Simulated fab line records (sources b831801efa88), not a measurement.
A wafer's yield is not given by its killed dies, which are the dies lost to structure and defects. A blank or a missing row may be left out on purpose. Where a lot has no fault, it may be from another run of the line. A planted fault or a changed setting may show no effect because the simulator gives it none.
A single fault, viewed from 2 desks ; flow sky130 ; each desk holds nothing but its own numbers, with what lay behind them at the end

## THE METROLOGY DESK
Lot by lot, what the gauges showed, no matter which tool ran the lot: averages of those sampled wafers that carry a number. Any lot whose mean is over 4 standard deviations away from the usual mean is out of limits and marked OUT; that distance is given in the brackets.
Columns: A = LDD_N_OVL at SKY_LDD_N_OVL_MEAS_07, usual 0.3 nm; B = LDD_HVP_OVL at SKY_LDD_HVP_OVL_MEAS_07, usual -0.5 nm
lot;first seen here;A;B
L491;day 17 14:58;-1.5;-0.8
L492;day 18 14:16;1.2;1.7
L493;day 18 21:34;1.2;-3.9
L494;day 19 04:48;-1.7;-1.6
L497;day 20 13:45;1.1;0.6
L496;day 20 14:44;-3.0;0.8
L498;day 21 08:07;1.8;0.6
L501;day 21 10:52;-0.9;-1.3
L502;day 21 23:20;1.4;-2.8
L503;day 22 11:34;0.8;-1.3
L504;day 22 20:05;2.2;-1.2
L508;day 24 03:04;3.0;0.3
L509;day 24 20:58;1.2;1.7
L513;day 25 20:45;0.7;-1.7
This desk found nothing out of limits on any of the 14 lots.

## TOOL OWNER'S DESK, cmp-02
The tool's own readings at SKY_CONTACT_CMP_04 (polishes SiO2): means of the sampled wafers that have a number, for each lot that ran on this tool. Any lot whose mean is over 4 standard deviations away from the usual mean is out of limits and marked OUT; that distance is given in the brackets.
Columns: A = head pressure psi at SKY_CONTACT_CMP_04, usual 4.000 psi; B = motor current A at SKY_CONTACT_CMP_04, usual 11.3 A; C = time to endpoint s at SKY_CONTACT_CMP_04, usual 83 s
lot;first seen here;A;B;C
L491;day 30 09:03;3.998;10.6;86
L492;day 31 05:48;3.996;11.4;81
L498;day 33 17:03;4.008;11.4;84
L501;day 33 18:54;4.002;11.1;93
L502;day 34 07:29;4.003;11.3;87
L504;day 34 22:37;4.007;10.1;82
L508;day 36 05:31;3.111 (-99 or more) OUT;9.0;115 (+6.7) OUT
L509;day 36 18:57;3.103 (-99 or more) OUT;9.2;99
This desk's verdict: out of limits on L508, L509, starting with L508 at day 36 05:31 (head pressure psi at SKY_CONTACT_CMP_04). Within limits: L491, L492, L498, L501, L502, L504.

## BROUGHT TOGETHER
On L508, L509, at day 36 05:31, an alarm was possible from the tool owner's desk.
The metrology desk saw nothing out of limits.
The metrology desk holds a record of L508, L509, inside its limits.
Every lot named ran SKY_CONTACT_CMP_04 on cmp-02.

## WHAT WAS PUT IN BY THE SIMULATOR
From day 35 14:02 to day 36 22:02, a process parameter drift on cmp-02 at SKY_CONTACT_CMP_04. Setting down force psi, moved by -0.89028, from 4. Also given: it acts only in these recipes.
Shown lots that were struck: L508, L509.
Time in hours from fault onset to the first out-of-limits reading at each desk: the tool owner's desk, 15.
